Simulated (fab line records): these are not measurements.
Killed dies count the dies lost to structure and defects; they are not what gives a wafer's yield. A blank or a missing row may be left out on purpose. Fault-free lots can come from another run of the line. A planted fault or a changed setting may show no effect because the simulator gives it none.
8D (eight disciplines) problem report, filled in by code | flow sky130 | the parts of the form that need people (team, actions taken, sign-off) are left out

== 1. THE PROBLEM ==
Wafers free of any fault read 596 nm (standard deviation 6.9) for FIELD_ISO_CVD_24_THK at SKY_FIELD_ISO_THK_MEAS_25, against a mean of 635 nm on 3 wafers of 2 lots. That is +5.6 standard deviations from the usual mean.
Earliest sighting: wafer L737.1 on film metro-03 at day 6 16:19. At this step, 39 wafers from 13 lots have a number in the record. By rule, "out" or "out of limits" means more than 4 standard deviations away from the usual mean. All remaining wafers that have a number are taken as sound.

== 2. WHAT IT IS AND WHAT IT IS NOT ==
question                    | is                           | is not
which readings at this step | FIELD_ISO_CVD_24_THK         | -
which lots                  | L737, L740                   | L717, L718, L719, L720, L721, L722, L726, L727, L730, L731, L733
which wafers of those lots  | L737.1, L737.5, L740.6       | L737.6, L740.1, L740.5
read on which gauges        | film metro-02, film metro-03 | film metro-01
when                        | from day 6 16:19             | up to then (34 sound wafers); but 2 sound wafers of L740 came after

== 3. SUSPECTS, AND WHAT RULES EACH OUT ==
Counting: any tool at a process step up to the reading remains a suspect provided it ran every lot that is out. Sound lots after the first of them don't rule it out here, since some wafers of a struck lot are sound.
- the gauge at SKY_FIELD_ISO_THK_MEAS_25 is ruled out. 2 gauges (film metro-02, film metro-03) read the wafers that are out.
- hdpcvd-02 at SKY_FIELD_ISO_CVD_24 (deposits SiO2, target thk 595 nm, time 99.2 s): kept. Every lot that is out went through it, the first being L737 (day 6 16:14); the last sound lot it ran before that was L731 (day 5 07:29).
Left after counting: hdpcvd-02 at SKY_FIELD_ISO_CVD_24.

== 4. THE CAUSE (what the simulator had put in) ==
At SKY_FIELD_ISO_CVD_24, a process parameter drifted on hdpcvd-02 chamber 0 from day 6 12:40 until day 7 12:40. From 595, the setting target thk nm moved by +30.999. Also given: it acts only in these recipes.
Counting left only this tool.

== 5. THE CHAIN OF EFFECTS, in route order ==
Each row: a reading whose mean over the struck wafers that have a number lies more than 3 standard deviations from the usual. Only readings whose record carries a usual standard deviation are examined. hours: median over the lots of the time between each lot's start at the first step of this table that gives one and its start at this step. sigmas: the change, counted in usual standard deviations.
hours | step                      | reading              | usual  | on struck wafers | change | sigmas
0     | SKY_FIELD_ISO_THK_MEAS_25 | FIELD_ISO_CVD_24_THK | 596 nm | 635              | +39    | +5.6
Later steps that measure or inspect, where all struck wafers having a row at the step show a number for every such reading and not one has moved that far: SKY_SD_N_RS_MEAS_18, SKY_LI_CONTACT_OVL_MEAS_13.

== 6. HOW IT WOULD HAVE BEEN CAUGHT EARLIER ==
4 hours passed between the start of the fault at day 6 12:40 and the first reading out of limits at a measuring or inspecting step in this record, taken at day 6 16:19.
Among the 2 lots that are out, L740 began SKY_FIELD_ISO_CVD_24 on hdpcvd-02 after day 6 16:19. Had the tool been put on hold then, it would have been spared.
